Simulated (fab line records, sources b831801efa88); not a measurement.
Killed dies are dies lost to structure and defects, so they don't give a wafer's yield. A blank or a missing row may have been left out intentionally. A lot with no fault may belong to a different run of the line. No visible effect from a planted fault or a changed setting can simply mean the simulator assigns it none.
Chamber matching ; flow gf180mcu ; 3 sister chambers for GF_PASSIVATION_CVD_02 on pecvd-04
The step deposits Si3N4, target thk 700 nm, time 486.18 s. 3 wafers are shown with their chamber, then 9 later ones without.

EACH WAFER AND ITS CHAMBER
wafer;chamber;heater-power-w (W)
L086.6;1;662
L090.5;2;773
L090.6;0;827

WAFERS WITHOUT THEIR CHAMBER
wafer;heater-power-w (W)
L092.1;825
L092.2;674
L092.3;785
L094.1;838
L094.2;790
L094.3;623
L096.1;839
L096.2;708
L096.3;688

THE CHAMBER EACH PASSED THROUGH
wafer;from the rows above;in truth
L092.1;0;0
L092.2;1;1
L092.3;can't be placed: 2 or 0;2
L094.1;0;0
L094.2;can't be placed: 2 or 0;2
L094.3;1;1
L096.1;0;0
L096.2;can't be placed: 1 or 2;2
L096.3;1;1
Correctly placed: 6 of 9. Unplaceable from these rows: 3, with the true chamber sitting among the candidates in 3. Number placed wrongly: 0.
How it was worked out, from the rows above alone: a wafer's distance from a chamber is the root of the sum, over the readings, of the square of ((its reading less the chamber's mean) divided by the reading's scatter). The wafer belongs to the nearest chamber; if the next one is less than 2 further off, it can't be placed. A chamber's mean is the mean of its shown wafers. The scatter: root of mean squared gap, hidden wafer to nearest shown wafer, with one shown wafer a chamber.
